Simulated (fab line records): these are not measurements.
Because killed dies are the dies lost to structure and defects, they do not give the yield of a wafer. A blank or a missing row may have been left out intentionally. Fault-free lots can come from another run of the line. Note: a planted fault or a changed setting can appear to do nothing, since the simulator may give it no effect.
fab line records	flow sky130
record: lots: 12	wafers: 36	lastDay: 50
route steps=708 shown GATE_OXIDE@187 RES_PROTECT@214 LDD_LDN@301 PAD_OPEN@708
lots that met no fault: from a run of the same line without faults
startH: hours from the record's first day to the start of the lot's first wafer shown	waitH: hours from the lot's prior step to this one	" repeats the value in the row above	L1.1+2: a row that stands for several wafers	- value missing, or start not given	* or withheld: withheld	< > ~ a bound
route shown NAME@n: names a module that has steps shown in the file, with the first one's number in the route	usual: mean and standard deviation over wafers with no fault	same: alike in all rows	chamber/n: place in a boat	sites: per-site readings	_std_site: the standard deviation of these	_edge_site: mean of outer sites minus mean of inner sites	radiusMm: how far each site lies from the wafer's centre	mask NAME#n: copy n	behind: tool/chamber where the wafer was last shaped	hold: why the lot was held/for how many hours/how that ended	device: which transistor (n, p or np) failed to switch	end of line: at the end of the route, the tests of the same wafers	a step with no rows: only its recipe	killed: not the wafer's yield, but the dies lost to structure and defects at the first sort	map: a wafer's dies, x killed, . not, _ none there
set.NAME: the setting the step ran with; set.NAME@STEP: the setting that earlier step ran with	model.NAME: the simulator's own value behind a step, which no gauge read
steps of the route over a sample of lots; a table a step, a row a wafer
services: a tool's chamber out of use, with start hour (startH, from the record's first day; less than 0 if before it), hours out, and reason
== steps ==
step: SKY_GATE_OXIDE_CLEAN_00
recipe: chemistry: SC1/SC2	mix: 1:4:20	tempC: 70	timeS: 150	dry: n2Spin
usual: runLengthS: 178/3.6
lot.wafer	tool	chamber	startH	waitH	runLengthS
L905.1	wetBench-04	2	288.95	0.0	183
L905.2	"	2	"	"	183
L905.5	"	2	"	"	183
L906.1	wetBench-02	2	294.88	0.0	176
L906.4	"	2	"	"	176
L906.5	"	2	"	"	176
L907.1	wetBench-02	1	305.03	0.0	174
L907.4	"	1	"	"	174
L907.6	"	1	"	"	174
L908.2	wetBench-04	1	308.60	0.0	174
L908.4	"	1	"	"	174
L908.5	"	1	"	"	174
L911.3	wetBench-01	0	339.89	0.0	176
L911.4	"	0	"	"	176
L911.5	"	0	"	"	176
L912.3	wetBench-02	1	345.63	0.0	59
L912.4	"	1	"	"	59
L912.6	"	1	"	"	59
L913.1	wetBench-02	1	354.07	0.0	52
L913.4	"	1	"	"	52
L913.5	"	1	"	"	52
L922.1	wetBench-01	0	432.48	0.0	184
L922.4	"	0	"	"	184
L922.6	"	0	"	"	184
L924.2	wetBench-04	1	440.89	0.0	183
L924.3	"	1	"	"	183
L924.6	"	1	"	"	183
L925.4	wetBench-01	1	452.37	0.0	174
L925.5	"	1	"	"	174
L925.6	"	1	"	"	174
L926.3	wetBench-01	0	463.17	0.0	177
L926.4	"	0	"	"	177
L926.6	"	0	"	"	177
L927.2	wetBench-02	1	470.13	0.0	174
L927.3	"	1	"	"	174
L927.5	"	1	"	"	174
step: SKY_GATE_OXIDE_STRIP_13
recipe: chemistry: O2/N2	powerW: 1400	pressureMtorr: 1500	platenTempC: withheld	o2FlowSccm: 3000	n2FlowSccm: 300	overashFraction: 0.5
usual: drypumpMotorCurrentA: 5.7/0.65	oesProductAu: 0.716/0.0044	stripTimeToEndpointS: 14.18/0.044
lot.wafer	tool	chamber	startH	waitH	drypumpMotorCurrentA	oesProductAu	rfHoursCounterH	stripTimeToEndpointS
L905.1	plasmaAsher-03	0	316.41	0.0	5.4	0.719	63	14.16
L905.2	"	1	"	"	5.8	0.711	63	14.23
L905.5	"	1	"	"	5.8	0.711	-	14.16
L906.1	plasmaAsher-01	0	322.84	0.0	6.6	0.716	21	14.19
L906.4	"	1	"	"	5.0	0.721	-	14.19
L906.5	"	0	"	"	6.5	0.707	-	14.18
L907.1	plasmaAsher-01	0	331.79	0.0	6.5	0.708	23	14.16
L907.4	"	0	"	"	6.6	0.717	-	14.08
L907.6	"	0	"	"	6.5	0.719	-	14.15
L908.2	plasmaAsher-03	1	338.90	0.0	5.8	0.717	66	14.15
L908.4	"	0	"	"	5.5	0.714	-	14.16
L908.5	"	0	"	"	5.4	0.707	-	14.13
L911.3	plasmaAsher-01	0	376.28	0.0	6.5	0.713	-	14.18
L911.4	"	1	"	"	5.1	0.714	-	14.21
L911.5	"	1	"	"	5.1	0.722	-	14.18
L912.3	plasmaAsher-02	1	376.87	0.0	4.8	0.719	-	14.21
L912.4	"	0	"	"	6.1	0.716	-	14.18
L912.6	"	0	"	"	6.1	0.717	-	14.17
L913.1	plasmaAsher-02	0	384.61	0.0	6.1	0.718	73	14.27
L913.4	"	1	"	"	4.8	0.714	-	14.26
L913.5	"	1	"	"	4.8	0.719	-	14.22
L922.1	plasmaAsher-01	1	465.96	0.0	5.0	0.715	37	14.20
L922.4	"	1	"	"	5.1	0.716	-	14.19
L922.6	"	1	"	"	5.0	0.718	-	14.21
L924.2	plasmaAsher-02	1	473.99	0.0	4.8	0.725	82	14.21
L924.3	"	0	"	"	6.1	0.713	-	14.17
L924.6	"	1	"	"	4.8	0.721	-	14.17
L925.4	plasmaAsher-03	1	485.23	0.0	5.8	0.713	-	14.21
L925.5	"	0	"	"	5.5	0.713	-	14.20
L925.6	"	1	"	"	5.8	0.711	-	14.18
L926.3	plasmaAsher-02	1	494.87	0.0	4.8	0.715	-	14.13
L926.4	"	0	"	"	6.1	0.708	-	14.12
L926.6	"	1	"	"	4.8	0.727	-	14.14
L927.2	plasmaAsher-03	1	501.86	0.0	5.8	0.711	7	14.16
L927.3	"	0	"	"	5.4	0.713	-	14.16
L927.5	"	1	"	"	5.8	0.718	-	14.11
step: SKY_RES_PROTECT_STRIP_07
recipe: chemistry: O2/N2	powerW: 1400	pressureMtorr: 1500	platenTempC: withheld	o2FlowSccm: 3000	n2FlowSccm: 300	overashFraction: 0.5
usual: drypumpMotorCurrentA: 5.8/0.52	oesProductAu: 0.519/0.0046	stripTimeToEndpointS: 23.17/0.044
lot.wafer	tool	chamber	startH	waitH	drypumpMotorCurrentA	oesProductAu	rfHoursCounterH	stripTimeToEndpointS
L905.1	plasmaAsher-01	1	345.34	0.1	5.0	0.512	24	23.12
L905.2	"	0	"	"	6.5	0.517	24	23.15
L905.5	"	0	"	"	6.5	0.516	-	23.11
L906.1	plasmaAsher-01	1	358.04	0.1	5.0	0.515	26	23.14
L906.4	"	1	"	"	5.0	0.521	-	23.11
L906.5	"	0	"	"	6.5	0.525	-	23.14
L907.1	plasmaAsher-03	1	368.96	0.1	5.8	0.519	69	23.08
L907.4	"	0	"	"	5.5	0.520	-	23.12
L907.6	"	1	"	"	5.8	0.522	-	23.14
L908.2	plasmaAsher-01	1	369.74	0.1	5.1	0.525	27	23.17
L908.4	"	1	"	"	5.1	0.523	-	23.20
L908.5	"	0	"	"	6.5	0.519	-	23.20
L911.3	plasmaAsher-01	1	415.94	0.1	5.0	0.514	-	23.23
L911.4	"	0	"	"	6.5	0.518	-	23.23
L911.5	"	0	"	"	6.5	0.521	-	23.21
L912.3	plasmaAsher-03	1	416.24	0.1	5.8	0.520	-	23.18
L912.4	"	0	"	"	5.4	0.522	-	23.19
L912.6	"	0	"	"	5.5	0.527	-	23.24
L913.1	plasmaAsher-03	0	417.51	0.1	5.4	0.519	74	23.12
L913.4	"	0	"	"	5.4	0.512	-	23.16
L913.5	"	0	"	"	5.4	0.519	-	23.15
L922.1	plasmaAsher-04	0	499.89	0.1	6.4	0.522	59	23.20
L922.4	"	1	"	"	6.2	0.518	-	23.19
L922.6	"	0	"	"	6.4	0.515	-	23.21
L924.2	plasmaAsher-01	1	508.31	0.1	5.1	0.519	41	23.15
L924.3	"	1	"	"	5.0	0.526	-	23.13
L924.6	"	1	"	"	5.0	0.516	-	23.11
L925.4	plasmaAsher-03	0	518.36	0.1	5.4	0.518	-	23.20
L925.5	"	0	"	"	5.4	0.527	-	23.22
L925.6	"	1	"	"	5.9	0.528	-	23.21
L926.3	plasmaAsher-04	1	527.60	0.1	6.2	0.519	-	23.12
L926.4	"	0	"	"	6.4	0.515	-	23.16
L926.6	"	0	"	"	6.4	0.525	-	23.14
L927.2	plasmaAsher-03	1	534.60	0.1	5.8	0.516	10	23.18
L927.3	"	0	"	"	5.4	0.524	-	23.17
L927.5	"	1	"	"	5.8	0.511	-	23.09
step: SKY_LDD_LDN_STRIP_12
recipe: chemistry: O2/N2	powerW: 1400	pressureMtorr: 1500	platenTempC: withheld	o2FlowSccm: 3000	n2FlowSccm: 300	overashFraction: 0.5
usual: drypumpMotorCurrentA: 6.0/0.63	oesProductAu: 0.716/0.0046	stripTimeToEndpointS: 14.18/0.046
lot.wafer	tool	chamber	startH	waitH	drypumpMotorCurrentA	oesProductAu	rfHoursCounterH	stripTimeToEndpointS
L905.1	plasmaAsher-04	1	529.44	0.1	6.2	0.712	62	14.27
L905.2	"	0	"	"	6.4	0.714	62	14.19
L905.5	"	0	"	"	6.4	0.719	-	14.31
L906.1	plasmaAsher-04	0	547.18	0.1	6.3	0.716	63	14.23
L906.4	"	0	"	"	6.4	0.712	-	14.26
L906.5	"	0	"	"	6.3	0.717	-	14.20
L907.1	plasmaAsher-01	0	555.96	0.1	6.6	0.724	45	14.15
L907.4	"	1	"	"	5.1	0.721	-	14.18
L907.6	"	1	"	"	5.1	0.714	-	14.17
L908.2	plasmaAsher-04	1	556.24	0.1	6.2	0.715	64	14.14
L908.4	"	0	"	"	6.4	0.718	-	14.14
L908.5	"	0	"	"	6.4	0.710	-	14.17
L911.3	plasmaAsher-02	1	604.51	0.1	4.8	0.718	-	14.15
L911.4	"	0	"	"	6.1	0.708	-	14.14
L911.5	"	0	"	"	6.1	0.717	-	14.16
L912.3	plasmaAsher-01	1	605.48	0.1	5.1	0.714	-	14.19
L912.4	"	0	"	"	6.5	0.716	-	14.19
L912.6	"	0	"	"	6.5	0.718	-	14.20
L913.1	plasmaAsher-01	1	609.33	0.1	5.1	0.719	51	14.14
L913.4	"	1	"	"	5.0	0.717	-	14.12
L913.5	"	0	"	"	6.6	0.713	-	14.15
L922.1	plasmaAsher-04	0	682.63	0.1	6.4	0.715	77	14.18
L922.4	"	1	"	"	6.2	0.709	-	14.18
L922.6	"	0	"	"	6.4	0.715	-	14.14
L924.2	plasmaAsher-04	1	691.38	0.1	6.2	0.719	78	14.12
L924.3	"	1	"	"	6.2	0.713	-	14.14
L924.6	"	1	"	"	6.2	0.716	-	14.07
L925.4	plasmaAsher-01	0	697.36	0.1	6.5	0.718	-	14.13
L925.5	"	1	"	"	5.1	0.712	-	14.09
L925.6	"	0	"	"	6.5	0.718	-	14.21
L926.3	plasmaAsher-01	0	704.83	0.1	6.5	0.722	-	14.27
L926.4	"	1	"	"	5.0	0.709	-	14.26
L926.6	"	1	"	"	5.0	0.719	-	14.23
L927.2	plasmaAsher-04	1	715.51	0.1	6.2	0.715	80	14.23
L927.3	"	1	"	"	6.2	0.717	-	14.20
L927.5	"	0	"	"	6.4	0.716	-	14.19
step: SKY_PAD_OPEN_PROBE_99
usual: killed_at_M0_to_M3: 43/6.6	killed_at_M4_up: 3.0/1.7	killedAtContacts: 24/5.4	killedAtFrontEnd: 16/4.6	killedAtOther: 0.3/0.53	killedDies: 87/9.7	killedOpen: 47/7.3	killedShort: 39/6.5
same: grossDies: 492	killedAtBackSide: 0
lot.wafer	tool	chamber	startH	waitH	killed_at_M0_to_M3	killed_at_M4_up	killedAtContacts	killedAtFrontEnd	killedAtOther	killedDies	killedOpen	killedShort
L912.6	prober-02	-	1131.66	0.2	66	5	26	19	0	116	62	53
L913.1	prober-01	-	1132.68	0.1	35	4	27	21	0	87	42	45
killed by level:class
L912.6 VIA2:geometricParticle:open=12 VIA1:geometricParticle:open=12 VIA1:geometricParticle:short=10 METAL1:geometricParticle:short=8 CONTACT:geometricParticle:open=7 VIA3:geometricParticle:open=7 LI_CONTACT:geometricParticle:short=5 LI_CONTACT:geometricParticle:open=5
L913.1 CONTACT:geometricParticle:open=13 FIELD_ISO:geometricParticle:short=7 FIELD_ISO:geometricParticle:open=7 METAL3:geometricParticle:short=7 CONTACT:geometricParticle:short=6 VIA3:geometricParticle:open=5 VIA1:geometricParticle:short=5 LI_CONTACT:geometricParticle:open=4
== services ==
tool	chamber	startH	hours	kind
plasmaAsher-04	-	307.60	28.1	pm
plasmaAsher-03	-	348.37	2.2	repair
plasmaAsher-02	-	363.64	3.6	repair
plasmaAsher-03	-	421.25	9.0	pm
plasmaAsher-03	0	421.25	9.0	ventCycle
plasmaAsher-03	1	421.25	9.0	ventCycle
plasmaAsher-03	0	430.25	-	clean
plasmaAsher-03	1	430.25	-	clean
plasmaAsher-02	-	431.49	0.4	repair
plasmaAsher-02	-	449.20	8.6	repair
plasmaAsher-04	-	468.96	1.8	repair
plasmaAsher-04	-	472.27	0.7	repair
plasmaAsher-01	-	510.23	1.9	repair
plasmaAsher-03	-	525.57	2.8	pm
plasmaAsher-04	-	538.56	1.7	repair
plasmaAsher-03	-	562.99	1.2	repair
plasmaAsher-02	-	571.81	1.7	repair
== key ==
firstSign: step: SKY_GATE_OXIDE_CLEAN_00	reading: runLengthS	direction: down	sigmas: 34	usual: *	struck: *
effect none on later readings
metAt SKY_GATE_OXIDE_CLEAN_00
struckLots L912,L913
testerLeftOut L912,L913
notActingAt SKY_GATE_OXIDE_STRIP_13,SKY_RES_PROTECT_STRIP_07,SKY_LDD_LDN_STRIP_12
onsetBetween 305.03 345.63
fault: kind: processParameterDrift	tool: wetBench-02	chamber: -	onsetH: 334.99	steps: SKY_GATE_OXIDE_CLEAN_00	channel: timeS	offset: *	shape: step	endH: 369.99	actsIn: *	stated: *
testerLeftOut: of these lots the tester's yield and bins aren't shown, on N5 and GAA mostly nor the transistor test; their killed dies are dies lost to structure and defects alone, not to doping, threshold or leakage, so they don't give the yield
